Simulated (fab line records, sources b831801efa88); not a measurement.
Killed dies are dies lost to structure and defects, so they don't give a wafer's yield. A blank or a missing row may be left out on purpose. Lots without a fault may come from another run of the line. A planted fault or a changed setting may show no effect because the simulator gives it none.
fab line records | flow sky130
record lots=6 wafers=18 last_day=51
route steps=708 shown GATE_OXIDE@187 PAD_OPEN@708
lots that met no fault: from a run of the same line without faults
start_h: hours from the record's first day to the start of the lot's first wafer shown | wait_h: hours since the lot's step before | " the same as in the row above | L1.1+2: a row that stands for several wafers | - no value, or no start given | * or withheld: withheld | < > ~ a bound
route shown NAME@n: a module of which the file shows steps, and the number in the route of the first | usual: mean/standard deviation of fault-free wafers | same: alike in all rows | chamber/n: place in a boat | sites: the reading at each site | _std_site: their standard deviation | _edge_site: outer sites' mean less inner sites' | radius_mm: how far each site lies from the wafer's centre | mask NAME#n: copy n | behind: the tool/chamber that last shaped the wafer | hold: why the lot was held/for how many hours/how that ended | device: the transistor (n, p or np) that didn't switch | end of line: the same wafers' tests at the end of the route | a step without rows: its recipe alone | killed: dies lost to structure and defects at the first sort, not the wafer's yield | map: a wafer's dies, x killed, . not, _ none there
set.NAME: the setting as run; set.NAME@STEP: as run at that earlier step | model.NAME: the simulator's own value behind a step, which no gauge read
lots at some steps of the route; a table a step, a row a wafer
services: from which hour (start_h, from the record's first day; less than 0 if before it) a tool's chamber was out of use, for how many hours, and why
## steps
# step SKY_GATE_OXIDE_CLEAN_00
# recipe chemistry=SC1/SC2 mix=1:4:20 temp_c=70 time_s=150 dry=n2_spin
# step SKY_GATE_OXIDE_OXIDATION_01
# recipe temp_c=900 ambient=O2 stabilise_s=600 purge_s=300 target_thk_a=102.68 ox_time_s=1473
# step SKY_GATE_OXIDE_THK_MEAS_02
# recipe reads=SiO2_of_GATE_OXIDE_OXIDATION_01
# usual GATE_OXIDE_OXIDATION_00_THK=10.19/0.16
# columns lot.wafer tool chamber start_h wait_h GATE_OXIDE_OXIDATION_00_THK[nm]
L557.1 film_metro-01 - 320.65 0.0 9.92
L557.5 " - " " 10.30
L557.6 " - " " 10.00
L558.3 film_metro-03 - 325.88 0.0 10.25
L558.5 " - " " 10.25
L558.6 " - " " 10.31
L568.4 film_metro-03 - 419.51 0.0 10.06
L568.5 " - " " 10.31
L568.6 " - " " 10.33
L573.1 film_metro-02 - 448.15 0.0 10.18
L573.2 " - " " 10.24
L573.6 " - " " 10.11
L576.3 film_metro-01 - 504.64 0.0 10.25
L576.4 " - " " 10.11
L576.5 " - " " 10.36
L574.1 film_metro-01 - 505.43 0.0 10.07
L574.5 " - " " 9.89
L574.6 " - " " 10.05
# step SKY_GATE_OXIDE_DEHYDRATE_03
# recipe temp_c=200 time_s=60
# step SKY_GATE_OXIDE_HMDS_04
# recipe prime_time_s=60 prime_temp_c=120
# step SKY_GATE_OXIDE_COAT_05
# recipe resist=NOVOLAK spin_rpm=3000 resist_thk_nm=1140
# step SKY_GATE_OXIDE_SOFTBAKE_06
# recipe temp_c=90 time_s=60 resist=NOVOLAK
# step SKY_GATE_OXIDE_EXPOSE_07
# recipe mask_id=LVOM na=0.6 source_shape=conventional sigma_outer=0.6 polarization=unpolarized target_cd_nm=600 dose_mj=170
# step SKY_GATE_OXIDE_PEB_08
# recipe temp_c=withheld time_s=* resist=NOVOLAK
# step SKY_GATE_OXIDE_DEVELOP_09
# recipe resist=NOVOLAK developer=TMAH develop_time_s=60 dev_temp_c=23
# step SKY_GATE_OXIDE_OVL_MEAS_10
# usual GATE_OXIDE_OVL=1.2/1.4
# columns lot.wafer tool chamber start_h wait_h GATE_OXIDE_OVL[nm]
L557.1 overlay-01 - 347.94 0.1 2.8
L557.5 " - " " 1.2
L557.6 " - " " 2.0
L558.3 overlay-02 - 352.55 0.1 0.4
L558.5 " - " " 0.1
L558.6 " - " " 0.2
L568.4 overlay-01 - 449.35 0.1 2.7
L568.5 " - " " 1.5
L568.6 " - " " 2.3
L573.1 overlay-01 - 477.69 0.1 1.9
L573.2 " - " " 2.9
L573.6 " - " " 3.8
L576.3 overlay-01 - 535.15 0.1 1.9
L576.4 " - " " 0.9
L576.5 " - " " 2.7
L574.1 overlay-02 - 536.34 0.1 0.6
L574.5 " - " " 1.3
L574.6 " - " " 1.1
# step SKY_GATE_OXIDE_IMPLANT_11
# recipe species=B energy_kev=10 dose_cm2=2.6e+12 tilt_deg=withheld
# step SKY_GATE_OXIDE_WET_ETCH_12
# recipe chemistry=dHF target_depth_nm=16.8 dry=n2_spin target=SiO2 dilution=100:1 temp_c=25 time_s=336
# usual run_length_s=364/3.3
# columns lot.wafer tool chamber start_h wait_h run_length_s model.SiO2_of_FIELD_ISO_CVD_24.thk_nm
L557.1 wet_bench-03 3 348.12 0.1 362 365.4
L557.5 " 3 " " 362 363
L557.6 " 3 " " 362 364.3
L558.3 wet_bench-01 2 352.72 0.1 369 365.3
L558.5 " 2 " " 369 364.1
L558.6 " 2 " " 369 365.9
L568.4 wet_bench-01 3 449.52 0.1 158 375.3
L568.5 " 3 " " 158 376.5
L568.6 " 3 " " 158 377.3
L573.1 wet_bench-01 1 477.87 0.1 165 375.3
L573.2 " 1 " " 165 375.3
L573.6 " 1 " " 165 374.8
L576.3 wet_bench-03 3 535.32 0.1 363 366
L576.4 " 3 " " 363 364.4
L576.5 " 3 " " 363 364.1
L574.1 wet_bench-03 3 536.52 0.1 363 364.2
L574.5 " 3 " " 363 366.1
L574.6 " 3 " " 363 364.7
# step SKY_GATE_OXIDE_STRIP_13
# recipe chemistry=O2/N2 power_w=1400 pressure_mtorr=1500 platen_temp_c=withheld o2_flow_sccm=3000 n2_flow_sccm=300 overash_fraction=0.5
# usual drypump_motor_current_A=6.0/0.33 oes_product_au=0.716/0.0047 strip_time_to_endpoint_s=14.17/0.043
# columns lot.wafer tool chamber start_h wait_h drypump_motor_current_A oes_product_au rf_hours_counter_h strip_time_to_endpoint_s
L557.1 plasma_asher-01 0 348.23 0.0 5.8 0.728 67 14.15
L557.5 " 0 " " 5.8 0.716 - 14.13
L557.6 " 1 " " 6.0 0.717 - 14.15
L558.3 plasma_asher-01 0 352.87 0.0 5.8 0.720 - 14.13
L558.5 " 1 " " 6.0 0.717 - 14.15
L558.6 " 0 " " 5.8 0.716 - 14.11
L568.4 plasma_asher-04 0 449.66 0.1 6.4 0.719 - 14.11
L568.5 " 0 " " 6.4 0.718 - 14.13
L568.6 " 1 " " 5.8 0.715 - 14.14
L573.1 plasma_asher-04 1 477.98 0.1 5.8 0.718 66 14.20
L573.2 " 0 " " 6.4 0.715 66 14.18
L573.6 " 1 " " 5.8 0.708 - 14.16
L576.3 plasma_asher-04 1 535.46 0.0 5.8 0.720 - 14.15
L576.4 " 0 " " 6.4 0.717 - 14.20
L576.5 " 0 " " 6.4 0.716 - 14.14
L574.1 plasma_asher-01 1 536.62 0.0 6.0 0.721 9 14.13
L574.5 " 1 " " 6.0 0.716 - 14.09
L574.6 " 0 " " 5.8 0.715 - 14.11
# step SKY_GATE_OXIDE_TW_MEAS_14
# usual GATE_OXIDE_TW=223/3.3
# columns lot.wafer tool chamber start_h wait_h GATE_OXIDE_TW
L557.1 film_metro-03 - 348.33 0.1 220
L557.5 " - " " 220
L557.6 " - " " 219
L558.3 film_metro-02 - 352.96 0.1 228
L558.5 " - " " 227
L558.6 " - " " 228
L568.4 film_metro-02 - 449.75 0.1 228
L568.5 " - " " 228
L568.6 " - " " 227
L573.1 film_metro-02 - 478.08 0.1 224
L573.2 " - " " 225
L573.6 " - " " 226
L576.3 film_metro-01 - 535.54 0.1 221
L576.4 " - " " 221
L576.5 " - " " 220
L574.1 film_metro-01 - 536.72 0.1 221
L574.5 " - " " 221
L574.6 " - " " 222
# step SKY_GATE_OXIDE_CLEAN_15
# recipe chemistry=SC1/SC2 mix=1:4:20 temp_c=70 time_s=150 dry=n2_spin
# columns lot.wafer tool chamber start_h wait_h model.SiO2_of_FIELD_ISO_CVD_24.thk_nm
L557.1 wet_bench-01 2 348.39 0.1 364.7
L557.5 " 2 " " 362.3
L557.6 " 2 " " 363.6
L558.3 wet_bench-01 3 353.00 0.0 364.6
L558.5 " 3 " " 363.4
L558.6 " 3 " " 365.3
L568.4 wet_bench-01 2 449.78 0.0 374.6
L568.5 " 2 " " 375.8
L568.6 " 2 " " 376.6
L573.1 wet_bench-02 3 478.14 0.1 374.6
L573.2 " 3 " " 374.7
L573.6 " 3 " " 374.1
L576.3 wet_bench-02 1 535.58 0.0 365.3
L576.4 " 1 " " 363.7
L576.5 " 1 " " 363.5
L574.1 wet_bench-03 1 536.78 0.1 363.5
L574.5 " 1 " " 365.4
L574.6 " 1 " " 364
# step SKY_GATE_OXIDE_OXIDATION_16
# recipe temp_c=796.6 ambient=O2 idle_temp_c=700 ramp_up_c_per_min=10 ramp_down_c_per_min=3 stabilise_s=600 purge_s=300 target_thk_a=35.7 ox_time_s=1915
# step SKY_PAD_OPEN_PROBE_99
# usual killed_at_M0_to_M3=43/6.8 killed_at_M4_up=3.1/1.8 killed_at_contacts=25/5.8 killed_at_front_end=15/4.2 killed_at_other=0.3/0.5 killed_dies=87/9.7 killed_on_rim=17/4.1 killed_open=47/7.3 killed_short=39/6.6
# same gross_dies=492 killed_at_back_side=0
# columns lot.wafer tool chamber start_h wait_h killed_at_M0_to_M3 killed_at_M4_up killed_at_contacts killed_at_front_end killed_at_other killed_dies killed_on_rim killed_open killed_short
L568.4 prober-01 - 1173.89 0.2 37 1 20 433 1 492 96 42 34
L568.5 prober-01 - 1173.94 0.2 34 4 21 433 0 492 96 41 33
L568.6 prober-01 - 1173.99 0.2 27 5 18 442 0 492 96 35 26
L573.1 prober-01 - 1188.04 0.1 38 2 24 428 0 492 96 41 36
L573.2 prober-01 - 1188.09 0.1 46 4 31 411 0 492 96 57 40
L573.6 prober-01 - 1188.29 0.2 42 3 17 430 0 492 96 42 39
L574.1 prober-02 - 1216.91 0.1 63 5 15 13 0 96 15 55 40
L574.5 prober-02 - 1217.11 0.2 52 4 21 12 1 90 23 36 51
L574.6 prober-02 - 1217.16 0.2 49 6 35 17 0 107 27 48 59
# killed by level:class
L568.4 GATE_OXIDE:area_etch=416 METAL2:geometric_particle:short=7 VIA2:geometric_particle:open=7 VIA1:geometric_particle:open=5 LI_CONTACT:geometric_particle:open=5 CONTACT:geometric_particle:short=5 CONTACT:geometric_particle:open=5 VIA1:geometric_particle:short=5
L568.5 GATE_OXIDE:area_etch=418 VIA1:geometric_particle:open=7 LI_CONTACT:geometric_particle:open=7 VIA3:geometric_particle:open=7 FIELD_ISO:geometric_particle:short=5 CONTACT:geometric_particle:open=5 METAL3:geometric_particle:short=5 METAL2:geometric_particle:short=4
L568.6 GATE_OXIDE:area_etch=431 VIA2:geometric_particle:open=10 CONTACT:geometric_particle:open=7 FIELD_ISO:geometric_particle:open=5 METAL4:geometric_particle:short=5 LI_CONTACT:geometric_particle:open=3 LOCAL_INTERCONNECT:geometric_particle:short=3 VIA1:geometric_particle:open=3
L573.1 GATE_OXIDE:area_etch=415 CONTACT:geometric_particle:open=11 FIELD_ISO:geometric_particle:open=7 VIA1:geometric_particle:open=6 VIA2:geometric_particle:open=6 VIA1:geometric_particle:short=5 LI_CONTACT:geometric_particle:short=4 LOCAL_INTERCONNECT:geometric_particle:short=4
L573.2 GATE_OXIDE:area_etch=395 CONTACT:geometric_particle:open=15 VIA1:geometric_particle:open=11 VIA3:geometric_particle:open=9 LOCAL_INTERCONNECT:geometric_particle:short=7 FIELD_ISO:geometric_particle:short=6 FIELD_ISO:geometric_particle:open=5 LI_CONTACT:geometric_particle:open=5
L573.6 GATE_OXIDE:area_etch=411 VIA1:geometric_particle:open=13 VIA2:geometric_particle:open=8 FIELD_ISO:geometric_particle:short=7 CONTACT:geometric_particle:short=6 CONTACT:geometric_particle:open=5 VIA1:geometric_particle:short=5 METAL2:geometric_particle:short=5
L574.1 VIA3:geometric_particle:open=16 VIA1:geometric_particle:open=11 METAL1:geometric_particle:short=10 VIA2:geometric_particle:open=8 METAL2:geometric_particle:short=7 CONTACT:geometric_particle:open=6 POLY_GATE:geometric_particle:short=4 LI_CONTACT:geometric_particle:open=4
L574.5 VIA1:geometric_particle:open=10 METAL1:geometric_particle:short=9 LI_CONTACT:geometric_particle:open=7 VIA1:geometric_particle:short=6 VIA3:geometric_particle:short=6 CONTACT:geometric_particle:open=5 METAL2:geometric_particle:short=5 VIA2:geometric_particle:short=4
L574.6 LI_CONTACT:geometric_particle:open=12 VIA1:geometric_particle:open=11 METAL1:geometric_particle:short=10 LOCAL_INTERCONNECT:geometric_particle:short=8 CONTACT:geometric_particle:short=7 CONTACT:geometric_particle:open=6 VIA2:geometric_particle:open=6 FIELD_ISO:geometric_particle:short=5
# map L568.4 (x killed, . not)
__________xxxxxxxxxx_________
________xxxxxxxxxxxxxx_______
______xxxxxxxxxxxxxxxxxx_____
_____xxxxxxxxxxxxxxxxxxxx____
____xxxxxxxxxxxxxxxxxxxxxx___
___xxxxxxxxxxxxxxxxxxxxxxxx__
__xxxxxxxxxxxxxxxxxxxxxxxxxx_
_xxxxxxxxxxxxxxxxxxxxxxxxxxxx
_xxxxxxxxxxxxxxxxxxxxxxxxxxxx
_xxxxxxxxxxxxxxxxxxxxxxxxxxxx
_xxxxxxxxxxxxxxxxxxxxxxxxxxxx
_xxxxxxxxxxxxxxxxxxxxxxxxxxxx
_xxxxxxxxxxxxxxxxxxxxxxxxxxxx
_xxxxxxxxxxxxxxxxxxxxxxxxxxxx
_xxxxxxxxxxxxxxxxxxxxxxxxxxxx
__xxxxxxxxxxxxxxxxxxxxxxxxxx_
___xxxxxxxxxxxxxxxxxxxxxxxx__
____xxxxxxxxxxxxxxxxxxxxxx___
_____xxxxxxxxxxxxxxxxxxxx____
______xxxxxxxxxxxxxxxxxx_____
________xxxxxxxxxxxxxx_______
__________xxxxxxxxxx_________
# map L573.1 (x killed, . not)
__________xxxxxxxxxx_________
________xxxxxxxxxxxxxx_______
______xxxxxxxxxxxxxxxxxx_____
_____xxxxxxxxxxxxxxxxxxxx____
____xxxxxxxxxxxxxxxxxxxxxx___
___xxxxxxxxxxxxxxxxxxxxxxxx__
__xxxxxxxxxxxxxxxxxxxxxxxxxx_
_xxxxxxxxxxxxxxxxxxxxxxxxxxxx
_xxxxxxxxxxxxxxxxxxxxxxxxxxxx
_xxxxxxxxxxxxxxxxxxxxxxxxxxxx
_xxxxxxxxxxxxxxxxxxxxxxxxxxxx
_xxxxxxxxxxxxxxxxxxxxxxxxxxxx
_xxxxxxxxxxxxxxxxxxxxxxxxxxxx
_xxxxxxxxxxxxxxxxxxxxxxxxxxxx
_xxxxxxxxxxxxxxxxxxxxxxxxxxxx
__xxxxxxxxxxxxxxxxxxxxxxxxxx_
___xxxxxxxxxxxxxxxxxxxxxxxx__
____xxxxxxxxxxxxxxxxxxxxxx___
_____xxxxxxxxxxxxxxxxxxxx____
______xxxxxxxxxxxxxxxxxx_____
________xxxxxxxxxxxxxx_______
__________xxxxxxxxxx_________
## services
# columns tool chamber start_h hours kind
wet_bench-03 - 330.65 0.7 repair
plasma_asher-01 - 362.83 4.4 repair
plasma_asher-01 - 421.25 9.0 pm
plasma_asher-01 0 421.25 9.0 vent_cycle
plasma_asher-01 1 421.25 9.0 vent_cycle
plasma_asher-01 0 430.25 - clean
plasma_asher-01 1 430.25 - clean
wet_bench-01 - 438.22 9.9 repair
plasma_asher-01 - 456.16 15.4 repair
## key
first_sign step=SKY_GATE_OXIDE_WET_ETCH_12 reading=run_length_s direction=down sigmas=61 usual=* struck=*
effect step=SKY_PAD_OPEN_PROBE_99 reading=killed_at_front_end direction=up sigmas=99+ usual=15 struck=430
model_effect step=SKY_GATE_OXIDE_WET_ETCH_12 value=SiO2_of_FIELD_ISO_CVD_24.thk_nm without=364.3 struck=375.7
model_effect step=SKY_GATE_OXIDE_CLEAN_15 value=SiO2_of_FIELD_ISO_CVD_24.thk_nm without=363.7 struck=375.1
more_kills_born_at SKY_GATE_OXIDE_WET_ETCH_12@wet_bench-01=2486
met_at SKY_GATE_OXIDE_WET_ETCH_12
struck_wafers L568.4,L568.5,L568.6,L573.1,L573.2,L573.6
later_rows_left_out L568.4,L568.5,L568.6,L573.1,L573.2,L573.6
tester_left_out L568,L573
onset_between 352.72 449.52
fault kind=process_parameter_drift tool=wet_bench-01 chamber=- onset_h=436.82 steps=SKY_GATE_OXIDE_WET_ETCH_12 channel=time_s offset=* shape=step end_h=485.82 acts_in=* stated=*
# tester_left_out: of these lots the tester's yield and bins aren't shown, on N5 and GAA mostly nor the transistor test; their killed dies are dies lost to structure and defects alone, not to doping, threshold or leakage, so they don't give the yield
# later_rows_left_out: the simulator's readings of these wafers behind a module that went badly wrong aren't trusted and aren't shown, but for the sort
